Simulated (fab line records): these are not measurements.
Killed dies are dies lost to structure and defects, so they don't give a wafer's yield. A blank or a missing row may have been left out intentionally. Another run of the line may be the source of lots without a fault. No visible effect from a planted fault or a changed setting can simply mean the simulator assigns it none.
Which tool was responsible? / flow sky130 / 72 wafers from 24 lots sampled at 2 of the route's 708 steps

WHAT THE GAUGES SHOWED, per wafer
SKY_SD_P_CD_MEAS_07: the cd target is 380 nm. Usual: cd nm at 380.5 nm, with a standard deviation of 2.7.
lot=L074; measured=day 25 07:17; on=cd sem-01; cd nm (nm)=375.8 378.9 376.9; flag=
lot=L075; measured=day 25 17:13; on=cd sem-02; cd nm (nm)=384.7 385.2 384.3; flag=
lot=L076; measured=day 25 20:55; on=cd sem-01; cd nm (nm)=375.5 378.8 375.7; flag=
lot=L077; measured=day 26 12:29; on=cd sem-02; cd nm (nm)=382.5 379.5 380.2; flag=
lot=L078; measured=day 26 20:59; on=cd sem-02; cd nm (nm)=379.8 377.1 379.4; flag=
lot=L079; measured=day 27 00:37; on=cd sem-01; cd nm (nm)=382.4 380.7 382.3; flag=
lot=L080; measured=day 27 17:28; on=cd sem-02; cd nm (nm)=387.5 383.3 386.4; flag=
lot=L081; measured=day 28 00:40; on=cd sem-01; cd nm (nm)=379.0 382.5 381.9; flag=
lot=L082; measured=day 28 08:01; on=cd sem-01; cd nm (nm)=381.7 383.8 384.7; flag=
lot=L083; measured=day 28 15:07; on=cd sem-01; cd nm (nm)=378.7 380.1 380.3; flag=
lot=L084; measured=day 28 23:44; on=cd sem-02; cd nm (nm)=381.5 383.3 380.8; flag=
lot=L085; measured=day 29 08:02; on=cd sem-01; cd nm (nm)=380.2 379.1 379.5; flag=
lot=L086; measured=day 29 18:03; on=cd sem-01; cd nm (nm)=378.4 378.4 377.6; flag=
lot=L087; measured=day 30 08:01; on=cd sem-01; cd nm (nm)=383.0 382.8 382.6; flag=
lot=L089; measured=day 30 13:35; on=cd sem-02; cd nm (nm)=374.4 375.3 376.6; flag=
lot=L088; measured=day 30 15:52; on=cd sem-02; cd nm (nm)=383.1 382.8 383.0; flag=
lot=L091; measured=day 31 09:56; on=cd sem-02; cd nm (nm)=380.9 381.2 380.1; flag=
lot=L092; measured=day 31 10:28; on=cd sem-01; cd nm (nm)=380.2 379.0 378.4; flag=
lot=L090; measured=day 31 10:47; on=cd sem-01; cd nm (nm)=384.5 381.3 383.1; flag=
lot=L093; measured=day 31 19:25; on=cd sem-01; cd nm (nm)=382.8 383.8 383.4; flag=
lot=L094; measured=day 32 02:38; on=cd sem-01; cd nm (nm)=376.5 377.5 379.0; flag=
lot=L095; measured=day 32 12:44; on=cd sem-02; cd nm (nm)=382.0 379.7 378.2; flag=
lot=L096; measured=day 32 15:54; on=cd sem-02; cd nm (nm)=379.9 380.5 382.8; flag=
lot=L097; measured=day 33 00:01; on=cd sem-01; cd nm (nm)=378.8 377.8 374.5; flag=

SKY_SD_N_CD_MEAS_07: the cd target is 380 nm. Usual: cd nm at 379.8 nm, with a standard deviation of 2.1.
lot=L074; measured=day 27 16:53; on=cd sem-02; cd nm (nm)=381.4 384.8 383.2; flag=
lot=L075; measured=day 28 02:43; on=cd sem-01; cd nm (nm)=383.5 381.1 381.4; flag=
lot=L076; measured=day 28 06:59; on=cd sem-01; cd nm (nm)=378.9 380.0 378.8; flag=
lot=L077; measured=day 28 20:44; on=cd sem-02; cd nm (nm)=381.9 379.8 380.0; flag=
lot=L078; measured=day 29 06:14; on=cd sem-01; cd nm (nm)=379.8 379.6 379.1; flag=
lot=L079; measured=day 29 08:34; on=cd sem-01; cd nm (nm)=379.8 378.4 379.2; flag=
lot=L080; measured=day 30 01:17; on=cd sem-01; cd nm (nm)=383.8 381.2 382.2; flag=
lot=L081; measured=day 30 09:31; on=cd sem-01; cd nm (nm)=375.9 376.7 376.6; flag=
lot=L082; measured=day 30 15:26; on=cd sem-01; cd nm (nm)=378.0 377.5 377.8; flag=
lot=L083; measured=day 30 23:34; on=cd sem-02; cd nm (nm)=380.9 380.8 379.6; flag=
lot=L084; measured=day 31 07:26; on=cd sem-02; cd nm (nm)=376.7 378.0 378.3; flag=
lot=L085; measured=day 31 16:35; on=cd sem-02; cd nm (nm)=380.3 382.0 379.3; flag=
lot=L086; measured=day 32 01:38; on=cd sem-02; cd nm (nm)=378.5 377.6 376.7; flag=
lot=L087; measured=day 32 15:16; on=cd sem-02; cd nm (nm)=383.2 385.0 383.5; flag=
lot=L089; measured=day 32 20:34; on=cd sem-01; cd nm (nm)=383.1 381.7 381.2; flag=
lot=L088; measured=day 32 22:19; on=cd sem-02; cd nm (nm)=378.9 379.3 378.3; flag=
lot=L091; measured=day 33 15:43; on=cd sem-01; cd nm (nm)=377.4 381.5 378.8; flag=
lot=L092; measured=day 33 17:55; on=cd sem-02; cd nm (nm)=380.1 381.6 379.3; flag=
lot=L090; measured=day 33 18:32; on=cd sem-02; cd nm (nm)=380.7 381.3 380.5; flag=
lot=L093; measured=day 34 00:54; on=cd sem-02; cd nm (nm)=381.2 383.2 382.5; flag=
lot=L094; measured=day 34 08:17; on=cd sem-01; cd nm (nm)=378.7 379.7 379.3; flag=
lot=L095; measured=day 34 18:17; on=cd sem-02; cd nm (nm)=380.4 381.5 378.5; flag=
lot=L096; measured=day 34 21:06; on=cd sem-01; cd nm (nm)=377.0 378.1 377.3; flag=
lot=L097; measured=day 35 05:25; on=cd sem-01; cd nm (nm)=378.4 378.7 379.4; flag=

WHICH TOOL RAN EACH LOT (tool, then ch and the chambers of the sampled wafers, then the start)
The record shows no process step preceding these readings.

WHAT THE TOOLS THEMSELVES READ (means of the sampled wafers that have a number; where no wafer has one, the mark that the record gives instead)
The record holds no such reading with a usual standard deviation.

THE ANSWER, worked out from the rows above alone
Rule: a lot is off if the mean of its wafers that have a number lies more than 3 standard deviations from the usual mean. Also off: a lot with no number at a reading for which 4 or more lots have one. The other lots that the step has rows for count as sound. Order of review: gauges by route order, followed by the tools' own readings, for which a lot's mean as printed above is used. At the first step where some lot is off, the reading lying furthest off is the one used; lots without a number count as furthest.
No lot is off at any reading shown: from this, nothing can be told.

WHAT THE SIMULATOR PUT IN
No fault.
